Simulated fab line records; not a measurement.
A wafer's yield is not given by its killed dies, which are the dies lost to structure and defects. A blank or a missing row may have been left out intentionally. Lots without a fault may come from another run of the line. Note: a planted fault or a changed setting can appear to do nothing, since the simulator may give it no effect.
Which tool was responsible? ; flow gf180mcu ; 6 lots, 18 wafers sampled, at 2 steps of a route of 602

## WHAT EACH GAUGE READ, for each wafer
GF_V5_BOW_MEAS_05.
lot;measured;on;V5_BOW (um)
L654;day 26 22:10;film-metro-04;131 133 136
L658;day 28 07:11;film-metro-02;148 148 159
L661;day 29 13:55;film-metro-01;137 129 125
L664;day 30 08:43;film-metro-04;136 136 139
L673;day 32 08:58;film-metro-02;132 141 140
L675;day 33 00:08;film-metro-01;144 134 151

## WHICH TOOL RAN EACH LOT (tool, then ch and the chambers of the sampled wafers, then the start)
lot;GF_MIM_STRIP_20
L654;plasma-asher-04 ch 0,1, day 26 00:04
L658;plasma-asher-02 ch 0,1, day 27 10:35
L661;plasma-asher-04 ch 0,1, day 28 17:11
L664;plasma-asher-04 ch 0, day 29 12:53
L673;plasma-asher-01 ch 0,1, day 31 14:20
L675;plasma-asher-04 ch 0, day 32 05:53
- GF_MIM_STRIP_20: strips in O2/N2.

## THE ANSWER, worked out from the rows above alone
Rule: what is usual is taken from the lots themselves. The widest of any qualifying gaps counts: lots, ordered by their means at a reading, are off when they make up no more than a third of the lots, leave a main group of 4 or more, and stand apart from it by 3 or more times the standard deviation of that group's means. The tables above print the reading to a certain number of digits; a main group whose means all agree to those digits is not used. A lot without any number at a reading at which 4 lots or more have one is off too. All remaining lots with rows at the step are treated as sound.
None of the lots is off at any reading shown; this tells nothing.

## WHAT THE SIMULATOR HAD INSERTED
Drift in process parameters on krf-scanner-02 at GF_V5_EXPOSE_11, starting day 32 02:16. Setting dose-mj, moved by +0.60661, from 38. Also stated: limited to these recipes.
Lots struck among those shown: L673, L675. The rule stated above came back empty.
